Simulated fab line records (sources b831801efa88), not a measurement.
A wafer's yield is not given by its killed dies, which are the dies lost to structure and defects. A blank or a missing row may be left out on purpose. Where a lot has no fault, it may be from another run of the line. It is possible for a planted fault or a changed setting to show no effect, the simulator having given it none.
The same fault as seen by 2 desks | flow gf180mcu | what lay behind the numbers comes last; until then each desk has only its own

== TOOL OWNER'S DESK, pecvd-02 ==
The tool's own readings at GF_MIM_CVD_05 (deposits Si3N4, target thk 42 nm, time 29.086 s): means of the sampled wafers that have a number, for each lot that ran on this tool. Any lot whose mean is over 4 standard deviations away from the usual mean is out of limits and marked OUT; that distance is given in the brackets.
Columns: A = heaterPowerW at GF_MIM_CVD_05, usual 670 W; B = runLengthS at GF_MIM_CVD_05, usual 57.3 s; C = susceptorTempC at GF_MIM_CVD_05, usual 384.98 C
lot  | first seen here | A   | B              | C
L163 | day 24 09:25    | 527 | 57.5           | 384.81
L166 | day 25 23:37    | 666 | 57.7           | 384.95
L177 | day 29 11:31    | 585 | 63.0 (+11) OUT | 385.03
L180 | day 29 19:38    | 581 | 62.8 (+11) OUT | 385.16
This desk's finding: out of limits on L177, L180; first on L177, day 29 11:31 (runLengthS at GF_MIM_CVD_05). Within limits: L163, L166.

== AT THE METROLOGY DESK ==
What the gauges read, lot by lot, whatever tool the lot ran on: means of the sampled wafers that have a number. Any lot whose mean is over 4 standard deviations away from the usual mean is out of limits and marked OUT; that distance is given in the brackets.
Columns: A = V4_W_RS at GF_V4_RS_MEAS_24, usual 0.3279 ohm/sq; B = V4_W_THK at GF_V4_THK_MEAS_25, usual 371 nm; C = MIM_CVD_05_THK at GF_MIM_THK_MEAS_06, usual 42.0 nm; D = MIM_ALCU_RS at GF_MIM_RS_MEAS_10, usual 0.1605 ohm/sq; E = MIM_ALCU_THK at GF_MIM_THK_MEAS_11, usual 198.3 nm; F = cdNm at GF_M5_CD_MEAS_07, usual 279.3 nm; G = M5_OVL at GF_M5_OVL_MEAS_08, usual 2 nm
lot  | first seen here | A      | B   | C              | D      | E     | F     | G
L163 | day 24 08:43    | 0.3271 | 378 | 42.3           | 0.1604 | 199.0 | 279.3 | 4
L166 | day 25 22:55    | 0.3235 | 381 | 42.0           | 0.1625 | 195.4 | 278.6 | -4
L177 | day 29 10:50    | 0.3316 | 365 | 49.4 (+14) OUT | 0.1597 | 201.2 | 278.7 | -3
L180 | day 29 18:58    | 0.3272 | 371 | 50.1 (+15) OUT | 0.1605 | 198.6 | 277.0 | -1
L185 | day 31 02:57    | 0.3300 | 366 | 41.7           | 0.1601 | 200.2 | 278.7 | 8
L186 | day 31 05:38    | 0.3294 | 367 | 42.2           | 0.1616 | 195.7 | 279.4 | 5
This desk reports L177, L180 out of limits; the earliest was L177 at day 29 11:34 (MIM_CVD_05_THK at GF_MIM_THK_MEAS_06). Within limits: L163, L166, L185, L186.

== ALL TOGETHER ==
An alarm could have come from the tool owner's desk at day 29 11:31, on L177, L180.
At day 29 11:34 the metrology desk could have sounded an alarm, on L177, L180.
Of the lots named, all ran GF_MIM_CVD_05 on pecvd-02.

== WHAT HAD BEEN PUT IN BY THE SIMULATOR ==
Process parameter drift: pecvd-02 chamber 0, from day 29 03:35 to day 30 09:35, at GF_MIM_CVD_05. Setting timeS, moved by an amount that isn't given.
Shown lots that were struck: L177, L180.
Hours from the fault's start to each desk's first reading out of limits: the tool owner's desk, 8; the metrology desk, 8.
